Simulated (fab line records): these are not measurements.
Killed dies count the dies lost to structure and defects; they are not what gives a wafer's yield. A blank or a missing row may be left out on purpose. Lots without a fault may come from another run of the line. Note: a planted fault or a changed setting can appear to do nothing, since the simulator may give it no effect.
A lot that was struck, set against a sound lot	flow gf180mcu	14 steps out of a route of 602
Sound: these wafers, L606.3, L606.4, L606.5. The struck wafers were L597.2, L597.3, L597.4. The cause is given at the end.
Each step with rows lists, per side, the tool, then ch with its chambers, then its first start. Under that, the readings that differ: sound wafers	struck wafers	difference of the means	sigmas: that difference in standard deviations of wafers without a fault.
alike: same words and numbers on both sides, and readings whose means sit less than 2 such deviations apart. not compared: any withheld reading, any reading some wafer has no value for, any bound like >300 that may hide the same value, and any number with overlapping values for which the record gives no deviation.
Wherever a step has rows on one side only, a row that says differs or no value, or a row with sigmas, the two part there. Numbers that don't overlap but have no deviation are shown without sigmas and don't part them. A reading missing from all wafers of one side parts the sides only when that side holds two or more wafers.

first, 8 steps without rows for these wafers: GF_V3_DEHYDRATE_06 (time 60 s); GF_V3_HMDS_07 (prime time 60 s); GF_V3_COAT_08; GF_V3_COAT_09 (resist thk 1000 nm); GF_V3_SOFTBAKE_10 (time 60 s); GF_V3_EXPOSE_11 (exposes mask Via3, target cd 260 nm); GF_V3_PEB_12 (peb time 90 s); GF_V3_DEVELOP_13 (develop time 60 s).
GF_V3_CD_MEAS_14: the cd target is 260 nm.
  sound on cd sem-02 at day 26 19:47; struck on cd sem-01 at day 23 20:46
reading	sound	struck	difference	sigmas
cd nm (nm)	262.5 261.3 262.2	258.7 260.1 259.4	-2.6	-2
GF_V3_OVL_MEAS_15:
  sound on overlay-02 at day 26 19:53; struck on overlay-01 at day 23 20:53
  alike: V3_OVL
GF_V3_ETCH_16: etches BARC in N2/H2.
  sound on rie diel-02 ch 0,2,3, day 26 19:55; struck on rie diel-02 ch 1,2,3, day 23 20:55
  alike: drypump motor current A, oes product au, throttle valve pct
GF_V3_ETCH_17: etches SiO2 in C4F8/O2/Ar, stops on TiN, target depth 635 nm.
  sound on rie diel-02 ch 0,2,3; struck on rie diel-02 ch 1,2,3
  alike: oes product au
GF_V3_STRIP_18: strips in O2/N2.
  sound on plasma asher-02 ch 0,1, day 26 20:04; struck on plasma asher-03 ch 0,1, day 23 21:02
  no value came back on the struck wafers for chamber pressure mTorr (mTorr), drypump motor current A (A), heater power w (W), oes product au (a.u.); on the sound wafers chamber pressure mTorr (mTorr) reads 1500.4 1499.7 1498.4
  not compared: rf hours counter h
then, 1 step without rows for these wafers: GF_V3_STRIP_19 (strips in post etch residue remover, time 1200 s).

WHERE THEY PART
At GF_V3_CD_MEAS_14 first; at GF_V3_STRIP_18 last (within this record only).

WHY: the cause the simulator had injected
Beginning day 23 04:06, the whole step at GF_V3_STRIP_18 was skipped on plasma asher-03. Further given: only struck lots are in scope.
